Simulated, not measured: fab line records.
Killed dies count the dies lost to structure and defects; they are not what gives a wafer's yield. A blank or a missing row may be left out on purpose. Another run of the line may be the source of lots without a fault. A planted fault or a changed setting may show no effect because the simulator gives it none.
Which of the tools did it? / flow gf180mcu / 45 wafers from 15 lots sampled at 3 of the route's 602 steps

## WHAT THE GAUGES SHOWED, per wafer
GF_STI_BOW_MEAS_00. Usual: INCOMING_BOW gives 0 um (standard deviation 6.7).
lot=L234; measured=day 1 10:00; on=filmMetro-03; INCOMING_BOW (um)=-4 -8 -2; flag=
lot=L238; measured=day 2 06:00; on=filmMetro-04; INCOMING_BOW (um)=7 -4 4; flag=
lot=L239; measured=day 2 11:04; on=filmMetro-03; INCOMING_BOW (um)=-9 -6 6; flag=
lot=L240; measured=day 2 16:01; on=filmMetro-04; INCOMING_BOW (um)=1 -4 -3; flag=
lot=L242; measured=day 3 02:00; on=filmMetro-01; INCOMING_BOW (um)=-2 -4 -1; flag=
lot=L246; measured=day 3 22:00; on=filmMetro-03; INCOMING_BOW (um)=1 -10 -3; flag=
lot=L247; measured=day 4 03:00; on=filmMetro-01; INCOMING_BOW (um)=7 -1 6; flag=
lot=L248; measured=day 4 08:00; on=filmMetro-04; INCOMING_BOW (um)=6 -2 -10; flag=
lot=L249; measured=day 4 13:01; on=filmMetro-01; INCOMING_BOW (um)=7 10 4; flag=
lot=L250; measured=day 4 18:01; on=filmMetro-01; INCOMING_BOW (um)=6 -1 -9; flag=
lot=L253; measured=day 5 09:04; on=filmMetro-01; INCOMING_BOW (um)=-7 16 2; flag=
lot=L254; measured=day 5 14:00; on=filmMetro-04; INCOMING_BOW (um)=-3 1 -6; flag=
lot=L255; measured=day 5 19:01; on=filmMetro-04; INCOMING_BOW (um)=-10 0 -7; flag=
lot=L256; measured=day 6 00:01; on=filmMetro-04; INCOMING_BOW (um)=3 7 9; flag=
lot=L257; measured=day 6 05:01; on=filmMetro-04; INCOMING_BOW (um)=16 3 2; flag=

GF_DUAL_GATE_THK_MEAS_03. Usual: DUAL_GATE_OXIDATION_00_THK gives 10.96 nm (standard deviation 0.2).
lot=L234; measured=day 7 20:57; on=filmMetro-01; DUAL_GATE_OXIDATION_00_THK (nm)=10.73 10.77 10.71; flag=
lot=L238; measured=day 9 02:06; on=filmMetro-03; DUAL_GATE_OXIDATION_00_THK (nm)=10.75 10.81 10.86; flag=
lot=L239; measured=day 9 02:08; on=filmMetro-01; DUAL_GATE_OXIDATION_00_THK (nm)=11.29 11.16 11.16; flag=
lot=L240; measured=day 9 07:31; on=filmMetro-01; DUAL_GATE_OXIDATION_00_THK (nm)=10.70 10.80 10.70; flag=
lot=L242; measured=day 9 22:22; on=filmMetro-01; DUAL_GATE_OXIDATION_00_THK (nm)=11.10 10.96 10.90; flag=
lot=L246; measured=day 11 00:05; on=filmMetro-01; DUAL_GATE_OXIDATION_00_THK (nm)=10.79 11.02 10.85; flag=
lot=L247; measured=day 11 11:38; on=filmMetro-04; DUAL_GATE_OXIDATION_00_THK (nm)=10.80 10.96 10.86; flag=
lot=L248; measured=day 11 19:12; on=filmMetro-04; DUAL_GATE_OXIDATION_00_THK (nm)=10.90 10.93 10.87; flag=
lot=L249; measured=day 12 03:03; on=filmMetro-03; DUAL_GATE_OXIDATION_00_THK (nm)=11.05 11.13 11.17; flag=
lot=L250; measured=day 12 06:11; on=filmMetro-03; DUAL_GATE_OXIDATION_00_THK (nm)=11.24 11.13 10.98; flag=
lot=L253; measured=day 13 02:17; on=filmMetro-04; DUAL_GATE_OXIDATION_00_THK (nm)=11.23 11.15 11.10; flag=
lot=L254; measured=day 13 10:38; on=filmMetro-04; DUAL_GATE_OXIDATION_00_THK (nm)=11.36 11.50 11.16; flag=
lot=L255; measured=day 13 15:35; on=filmMetro-01; DUAL_GATE_OXIDATION_00_THK (nm)=10.99 11.08 11.20; flag=
lot=L256; measured=day 14 00:23; on=filmMetro-01; DUAL_GATE_OXIDATION_00_THK (nm)=11.02 11.20 11.20; flag=
lot=L257; measured=day 14 04:46; on=filmMetro-01; DUAL_GATE_OXIDATION_00_THK (nm)=11.15 11.15 11.00; flag=

## EACH LOT AND THE TOOL THAT RAN IT (in order: tool; ch and the chambers of the sampled wafers; start)
lot=L234; GF_STI_CMP_25=cmp-02 ch 1,2, day 2 06:35
lot=L238; GF_STI_CMP_25=cmp-02 ch 1,2,3, day 3 00:49
lot=L239; GF_STI_CMP_25=cmp-02 ch 0,3, day 3 04:52
lot=L240; GF_STI_CMP_25=cmp-01 ch 0,1,3, day 3 10:27
lot=L242; GF_STI_CMP_25=cmp-02 ch 2,3, day 3 20:57
lot=L246; GF_STI_CMP_25=cmp-02 ch 0,2,3, day 4 17:07
lot=L247; GF_STI_CMP_25=cmp-01 ch 0,2,3, day 5 01:29
lot=L248; GF_STI_CMP_25=cmp-02 ch 1,2,3, day 5 07:11
lot=L249; GF_STI_CMP_25=cmp-01 ch 0,2, day 5 11:19
lot=L250; GF_STI_CMP_25=cmp-02 ch 1,2,3, day 5 16:04
lot=L253; GF_STI_CMP_25=cmp-02 ch 1,2, day 6 08:06
lot=L254; GF_STI_CMP_25=cmp-02 ch 1,2,3, day 6 12:50
lot=L255; GF_STI_CMP_25=cmp-02 ch 0,2,3, day 6 17:19
lot=L256; GF_STI_CMP_25=cmp-02 ch 0,1,2, day 7 00:13
lot=L257; GF_STI_CMP_25=cmp-01 ch 1,2, day 7 02:36
- GF_STI_CMP_25: polishes, stops on Si3N4, t overpolish 33 s, target thk 524.6 nm.

## AS READ BY THE TOOLS THEMSELVES (means over the sampled wafers that have a number; for cases with no such wafer, the mark the record gives instead)
GF_STI_CMP_25. Usual: motorCurrentA 12.5 A, standard deviation 0.98; overpolishRunS 33.000 s, standard deviation 0.008; timeToEndpointS 123 s, standard deviation 6.
lot=L234; tool=cmp-02; motorCurrentA (A)=13.0; overpolishRunS (s)=33.000; timeToEndpointS (s)=123; flag=
lot=L238; tool=cmp-02; motorCurrentA (A)=12.6; overpolishRunS (s)=33.008; timeToEndpointS (s)=127; flag=
lot=L239; tool=cmp-02; motorCurrentA (A)=12.0; overpolishRunS (s)=32.997; timeToEndpointS (s)=120; flag=
lot=L240; tool=cmp-01; motorCurrentA (A)=12.9; overpolishRunS (s)=33.010; timeToEndpointS (s)=127; flag=
lot=L242; tool=cmp-02; motorCurrentA (A)=12.3; overpolishRunS (s)=33.002; timeToEndpointS (s)=127; flag=
lot=L246; tool=cmp-02; motorCurrentA (A)=11.6; overpolishRunS (s)=33.002; timeToEndpointS (s)=115; flag=
lot=L247; tool=cmp-01; motorCurrentA (A)=13.1; overpolishRunS (s)=33.002; timeToEndpointS (s)=126; flag=
lot=L248; tool=cmp-02; motorCurrentA (A)=13.1; overpolishRunS (s)=33.004; timeToEndpointS (s)=124; flag=
lot=L249; tool=cmp-01; motorCurrentA (A)=13.4; overpolishRunS (s)=32.999; timeToEndpointS (s)=127; flag=
lot=L250; tool=cmp-02; motorCurrentA (A)=12.9; overpolishRunS (s)=33.002; timeToEndpointS (s)=123; flag=
lot=L253; tool=cmp-02; motorCurrentA (A)=12.3; overpolishRunS (s)=32.995; timeToEndpointS (s)=125; flag=
lot=L254; tool=cmp-02; motorCurrentA (A)=12.6; overpolishRunS (s)=33.002; timeToEndpointS (s)=122; flag=
lot=L255; tool=cmp-02; motorCurrentA (A)=12.0; overpolishRunS (s)=33.000; timeToEndpointS (s)=119; flag=
lot=L256; tool=cmp-02; motorCurrentA (A)=11.9; overpolishRunS (s)=33.002; timeToEndpointS (s)=123; flag=
lot=L257; tool=cmp-01; motorCurrentA (A)=11.4; overpolishRunS (s)=33.001; timeToEndpointS (s)=135; flag=

## THE ANSWER, worked out from the rows above alone
Rule: a lot is off if the mean of its wafers that have a number lies more than 3 standard deviations from the usual mean. A lot without any number at a reading at which 4 lots or more have one is off too. Any other lot the step has rows for is counted as sound. After the gauges, taken in route order, come the tools' own readings; for these a lot's mean is taken, as printed above. The first step at which some lot is off is used, and at that step the reading that is off furthest; a lot without a number counts as furthest.
No lot is off at any reading shown: from this, nothing can be told.

## WHAT WAS PUT IN BY THE SIMULATOR
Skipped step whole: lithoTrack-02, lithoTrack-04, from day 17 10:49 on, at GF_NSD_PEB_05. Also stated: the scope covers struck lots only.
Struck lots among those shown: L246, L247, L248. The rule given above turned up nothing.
